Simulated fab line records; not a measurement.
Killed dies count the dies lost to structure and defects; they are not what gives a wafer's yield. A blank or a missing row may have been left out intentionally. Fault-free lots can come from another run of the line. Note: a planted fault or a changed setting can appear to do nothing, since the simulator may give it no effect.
Code-filled problem report in 8D (eight disciplines) form	flow gf180mcu	the parts of the form that need people (team, actions taken, sign-off) are left out

1. WHAT WENT WRONG
chamberPressurePa at GF_SALICIDE_SPUTTER_03 reads a mean of 0.3516 Pa on 1 wafer of 1 lot; wafers without a fault read 0.4001 Pa with a standard deviation of 0.00093. Relative to the usual mean, that is a shift of -52 standard deviations.
The step: material TiN, target thk 20 nm, time 16.7 s.
First seen on wafer L350.3, day 19 07:04, on pvdSputter-03. At this step, 15 wafers from 5 lots have a number in the record. Rule for "out" (also "out of limits"): further than 4 standard deviations from the usual mean. Any other wafer with a number is counted as sound.

2. WHAT IT IS AND WHAT IT IS NOT
question	is	is not
which readings at this step	chamberPressurePa	throttleValvePct
which lots	L350	L342, L354, L356, L361
which wafers of those lots	L350.3	L350.1, L350.4
read on which tools	pvdSputter-03	pvdSputter-01, pvdSputter-02
when	from day 19 07:04	up to then (5 sound wafers); but 9 sound wafers of L354, L356, L361 came after

3. SUSPECTS, AND WHAT RULES EACH OUT
Counting: a tool at a process step up to the reading stays a suspect if it ran every lot that is out. Sound lots after the first of them don't rule it out here, since some wafers of a struck lot are sound.
- rieDiel-02 at GF_SAB_ETCH_11 (etches SiO2 in C4F8/O2/Ar, target depth 55 nm, time 8.5 s): kept. It ran the lot that is out, L350 (day 19 06:32).
- plasmaAsher-04 at GF_SAB_STRIP_13 (strips in O2/N2): kept. It ran the lot that is out, L350 (day 19 06:51).
- pvdSputter-03 at GF_SALICIDE_SPUTTER_02 (material Co, target thk 10 nm, time 20 s): kept. It processed L350, the lot that is out, at day 19 07:02, and its most recent sound lot before then was L342 at day 16 12:28.
- pvdSputter-03 at GF_SALICIDE_SPUTTER_03 (material TiN, target thk 20 nm, time 16.7 s): kept. It processed L350, the lot that is out, at day 19 07:04, and its most recent sound lot before then was L342 at day 16 12:30. Out on those wafers are its own readings of chamberPressurePa.
- At GF_SAB_ETCH_11, inside rieDiel-02: chamber 3 took the wafers that are out, while their sound lot-mates went through chambers 0, 1.
- At GF_SAB_STRIP_13 on plasmaAsher-04, chamber 0 took the sound wafers of the same lots and chamber 1 took the wafers that are out.
Left after counting: rieDiel-02 at GF_SAB_ETCH_11, plasmaAsher-04 at GF_SAB_STRIP_13, pvdSputter-03 at GF_SALICIDE_SPUTTER_02, pvdSputter-03 at GF_SALICIDE_SPUTTER_03.

4. THE CAUSE (what the simulator had put in)
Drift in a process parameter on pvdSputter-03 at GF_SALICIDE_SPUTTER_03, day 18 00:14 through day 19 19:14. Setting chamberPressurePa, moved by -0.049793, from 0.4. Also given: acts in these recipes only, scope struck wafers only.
This tool is one of the 4 suspects left after counting.

5. THE CHAIN OF EFFECTS, in route order
Each row: a reading where the mean over the struck wafers with a number is more than 3 standard deviations away from the usual. Only readings for which the record gives a usual standard deviation are gone through. hours: the time from each lot's start at the first step in this table that gives one to its start at this step, as a median over the lots. sigmas: the change in usual standard deviations.
hours	step	reading	usual	on struck wafers	change	sigmas
0	GF_SALICIDE_SPUTTER_03	chamberPressurePa	0.4001 Pa	0.3516	-0.0485	-52
Its process steps:
- GF_SALICIDE_SPUTTER_03: material TiN, target thk 20 nm, time 16.7 s.
Later steps that measure or inspect, where all struck wafers having a row at the step show a number for every such reading and not one has moved that far: GF_SALICIDE_RS_MEAS_04.

6. WHAT WOULD HAVE CAUGHT IT SOONER
In this record the first reading out of limits was taken at day 19 07:04, 31 hours after the fault began at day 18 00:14.
